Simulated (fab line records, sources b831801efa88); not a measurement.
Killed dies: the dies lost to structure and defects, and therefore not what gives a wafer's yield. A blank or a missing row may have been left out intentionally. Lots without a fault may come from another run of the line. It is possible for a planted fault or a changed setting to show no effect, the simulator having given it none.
Comparing a struck lot with a sound one    flow sky130    15 out of 708 route steps
Sound: wafers L430.3, L430.4, L430.5. Wafers L447.2, L447.3, L447.6 were the ones struck. The cause is given at the end.
Per side, at each step with rows, come the tool, then ch with its chambers, and then its first start. Under that, the readings that differ: sound wafers    struck wafers    difference of the means    sigmas: that difference in standard deviations of wafers without a fault.
alike: same words and numbers on both sides, and readings whose means sit less than 2 such deviations apart. not compared: any withheld reading, any reading some wafer has no value for, any bound like >300 that may hide the same value, and any number with overlapping values for which the record gives no deviation.
A row with sigmas, a row that says differs or no value, or rows on one side alone: a step with any of these is where the two part. When numbers do not overlap yet have no deviation, they are printed without sigmas and do not part them. A reading missing from all wafers of one side parts the sides only when that side holds two or more wafers.

SKY_LDD_P_OVL_MEAS_08:
  struck on overlay-01, day 25 11:56; sound on overlay-01, day 19 22:16
  alike: LDD_P_OVL
then, 1 step without rows for these wafers: SKY_LDD_P_IMPLANT_09.
SKY_LDD_P_STRIP_10: strips in O2/N2.
  sound on plasmaAsher-01 ch 0,1, day 19 22:29; struck on plasmaAsher-01 ch 0,1, day 25 12:07
  alike: drypumpMotorCurrentA, n2FlowSccm, oesProductAu, stripTimeToEndpointS
  not compared: rfHoursCounterH
SKY_LDD_P_TW_MEAS_11:
  struck on filmMetro-01, day 25 12:14; sound on filmMetro-01, day 19 22:34
  alike: LDD_P_TW
then, 7 steps without rows for these wafers: SKY_LDD_HVN_DEHYDRATE_00 (time 60 s); SKY_LDD_HVN_HMDS_01 (prime time 60 s); SKY_LDD_HVN_COAT_02 (resist thk 300 nm); SKY_LDD_HVN_SOFTBAKE_03 (time 60 s); SKY_LDD_HVN_EXPOSE_04 (exposes mask HVNTM, target cd 700 nm); SKY_LDD_HVN_PEB_05; SKY_LDD_HVN_DEVELOP_06 (develop time 60 s).
SKY_LDD_HVN_OVL_MEAS_07:
  struck on overlay-02, day 26 16:27; sound on overlay-02, day 21 04:05
  alike: LDD_HVN_OVL
SKY_LDD_HVN_IMPLANT_08:
  sound on implanter-03 ch 0, day 21 04:09; struck on implanter-01 ch 0, day 26 16:30
reading      sound                          struck                         difference  sigmas
doseIonsCm2  2.999e+13 2.997e+13 2.996e+13  3.053e+13 3.055e+13 3.054e+13  +5.667e+11  +17
SKY_LDD_HVN_STRIP_09: strips in O2/N2.
  sound on plasmaAsher-02 ch 0,1, day 21 04:17; struck on plasmaAsher-02 ch 0,1, day 26 16:38
reading            sound              struck             difference  sigmas
n2FlowSccm (sccm)  298.4 299.6 300.2  300.3 302.0 302.2  +2.1        +2
  alike: drypumpMotorCurrentA, oesProductAu, stripTimeToEndpointS
  not compared: rfHoursCounterH
then, 1 step without rows for these wafers: SKY_PAD_OPEN_PROBE_99.

== WHERE THEY PART ==
Earliest at SKY_LDD_HVN_IMPLANT_08; latest, in this record, at SKY_LDD_HVN_STRIP_09.

WHY: whatever the simulator had introduced
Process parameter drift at SKY_LDD_HVN_IMPLANT_08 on implanter-01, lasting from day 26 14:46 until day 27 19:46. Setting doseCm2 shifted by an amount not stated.
